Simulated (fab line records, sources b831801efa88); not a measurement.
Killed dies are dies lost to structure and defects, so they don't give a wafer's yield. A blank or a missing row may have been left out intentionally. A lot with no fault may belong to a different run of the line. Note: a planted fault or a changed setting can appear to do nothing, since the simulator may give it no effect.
Which tool was responsible?	flow gf180mcu	39 wafers from 13 lots sampled at 5 of the route's 602 steps

## WHAT EACH GAUGE READ, for each wafer
GF_LVPWELL_OVL_MEAS_07.
lot	measured	on	LVPWELL_OVL (nm)
L641	day 4 00:27	overlay-02	-3.4 -1.1 -1.2
L642	day 4 06:59	overlay-02	-1.5 -0.5 0.1
L643	day 4 09:09	overlay-01	0.3 1.2 0.1
L644	day 4 13:27	overlay-01	-0.1 0.0 -0.4
L646	day 4 23:34	overlay-02	-1.2 -0.6 -0.5
L647	day 5 05:11	overlay-01	-0.6 -0.4 -0.6
L648	day 5 12:44	overlay-01	-0.4 0.9 -0.9
L651	day 6 03:52	overlay-01	0.6 0.2 0.5
L653	day 6 15:15	overlay-01	- - -
L660	day 8 06:56	overlay-01	-0.5 0.9 0.0
L662	day 8 18:02	overlay-01	0.5 0.4 -0.5
L663	day 8 22:47	overlay-02	1.1 0.8 -0.3
L664	day 9 04:41	overlay-02	1.1 0.1 -1.3

GF_LVPWELL_TW_MEAS_11.
lot	measured	on	LVPWELL_TW
L641	day 4 00:53	film-metro-02	567 567 565
L642	day 4 07:26	film-metro-01	556 559 560
L643	day 4 09:35	film-metro-02	564 563 565
L644	day 4 13:53	film-metro-01	558 555 558
L646	day 5 00:00	film-metro-01	559 561 562
L647	day 5 05:38	film-metro-02	568 567 569
L648	day 5 13:11	film-metro-03	563 561 562
L651	day 6 04:18	film-metro-01	558 559 559
L653	day 6 15:41	film-metro-01	30 30 30
L660	day 8 07:22	film-metro-03	564 561 564
L662	day 8 18:29	film-metro-01	559 562 559
L663	day 8 23:14	film-metro-03	563 565 563
L664	day 9 05:07	film-metro-02	565 563 569

GF_SAB_OVL_MEAS_10.
lot	measured	on	SAB_OVL (nm)
L641	day 15 08:31	overlay-02	1.7 1.4 2.9
L642	day 15 15:14	overlay-02	-2.3 -1.8 -1.4
L643	day 16 00:13	overlay-02	-1.5 -1.1 -1.0
L644	day 16 05:25	overlay-02	-0.2 0.7 0.2
L646	day 16 18:37	overlay-01	1.6 0.8 2.2
L647	day 17 03:34	overlay-02	1.2 1.2 1.3
L648	day 17 15:31	overlay-02	-2.4 -1.3 -1.5
L651	day 18 13:52	overlay-01	-0.1 0.6 0.6
L653	day 19 07:58	overlay-02	-1.2 -1.4 -0.8
L660	day 22 00:24	overlay-01	0.2 0.3 1.5
L662	day 22 14:00	overlay-01	1.8 0.5 2.5
L663	day 22 19:28	overlay-02	0.5 -0.6 -1.5
L664	day 23 02:52	overlay-01	1.2 0.0 -0.9

## EACH LOT AND THE TOOL THAT RAN IT (in order: tool; ch and the chambers of the sampled wafers; start)
lot	GF_LVPWELL_EXPOSE_04	GF_PSD_STRIP_10
L641	iline-stepper-01 ch 0, day 3 18:01	plasma-asher-02 ch 0,1, day 14 10:54
L642	iline-stepper-02 ch 0, day 4 00:53	plasma-asher-02 ch 0,1, day 14 17:39
L643	iline-stepper-02 ch 0, day 4 03:20	plasma-asher-01 ch 0,1, day 15 02:15
L644	iline-stepper-01 ch 0, day 4 06:44	plasma-asher-01 ch 0,1, day 15 06:11
L646	iline-stepper-01 ch 0, day 4 17:28	plasma-asher-03 ch 0,1, day 15 19:34
L647	iline-stepper-02 ch 0, day 4 22:16	plasma-asher-01 ch 1, day 16 03:48
L648	iline-stepper-02 ch 0, day 5 05:50	plasma-asher-02 ch 0,1, day 16 15:15
L651	iline-stepper-02 ch 0, day 5 20:37	plasma-asher-03 ch 0,1, day 17 13:32
L653	iline-stepper-02 ch 0, day 6 08:02	plasma-asher-03 ch 0,1, day 18 07:15
L660	iline-stepper-02 ch 0, day 7 22:55	plasma-asher-01 ch 0,1, day 21 00:11
L662	iline-stepper-02 ch 0, day 8 10:02	plasma-asher-03 ch 0,1, day 21 14:36
L663	iline-stepper-02 ch 0, day 8 14:41	plasma-asher-03 ch 0,1, day 21 19:38
L664	iline-stepper-02 ch 0, day 8 20:59	plasma-asher-02 ch 0,1, day 22 03:26
- GF_LVPWELL_EXPOSE_04: exposes mask LVPWELL, target cd 600 nm.
- GF_PSD_STRIP_10: strips in O2/N2.

## AS READ BY THE TOOLS THEMSELVES (means over the sampled wafers that have a number; for cases with no such wafer, the mark the record gives instead)
GF_PSD_STRIP_10.
lot	tool	drypump-motor-current-A (A)	heater-power-w (W)	o2-flow-sccm (sccm)	oes-product-au (a.u.)	strip-time-to-endpoint-s (s)
L641	plasma-asher-02	6.0	339	3001	0.588	16.58
L642	plasma-asher-02	6.3	352	2994	0.594	16.55
L643	plasma-asher-01	5.2	320	2989	0.587	16.54
L644	plasma-asher-01	5.2	325	3001	0.590	16.53
L646	plasma-asher-03	5.6	355	2998	0.591	16.55
L647	plasma-asher-01	5.4	371	3002	0.591	16.54
L648	plasma-asher-02	6.0	344	2998	0.593	16.54
L651	plasma-asher-03	5.9	361	3005	0.596	16.55
L653	plasma-asher-03	5.9	359	3002	0.589	16.58
L660	plasma-asher-01	5.2	339	3005	0.593	16.55
L662	plasma-asher-03	5.9	361	3002	0.593	16.53
L663	plasma-asher-03	5.7	349	3010	0.593	16.59
L664	plasma-asher-02	6.3	351	3002	0.589	16.49

## THE ANSWER, worked out from the rows above alone
Rule: the lots themselves supply what counts as usual. The widest of any qualifying gaps counts: lots, ordered by their means at a reading, are off when they make up no more than a third of the lots, leave a main group of 4 or more, and stand apart from it by 3 or more times the standard deviation of that group's means. A main group whose means are all the same, to the digits that the tables above print for the reading, isn't used. A lot without any number at a reading at which 4 lots or more have one is off too. Where the step has rows for the other lots, those lots are counted as sound. Order of review: gauges by route order, followed by the tools' own readings, for which a lot's mean as printed above is used. The first step at which some lot is off is used, and at that step the reading that is off furthest; a lot without a number counts as furthest.
Off: L653, at GF_LVPWELL_OVL_MEAS_07 (LVPWELL_OVL). Without a number there: L653. For the main group the mean is -0.2 nm and the standard deviation 0.66.
If a tool, at a process step before that reading, ran all the lots that are off and no sound lot after the first of them, it fits. Not tried: the gauges at GF_LVPWELL_OVL_MEAS_07; whatever is off there is also off at GF_LVPWELL_TW_MEAS_11, on other tools, and gauge error can't account for it. No candidate that was tried fits.

## WHAT WAS PUT IN BY THE SIMULATOR
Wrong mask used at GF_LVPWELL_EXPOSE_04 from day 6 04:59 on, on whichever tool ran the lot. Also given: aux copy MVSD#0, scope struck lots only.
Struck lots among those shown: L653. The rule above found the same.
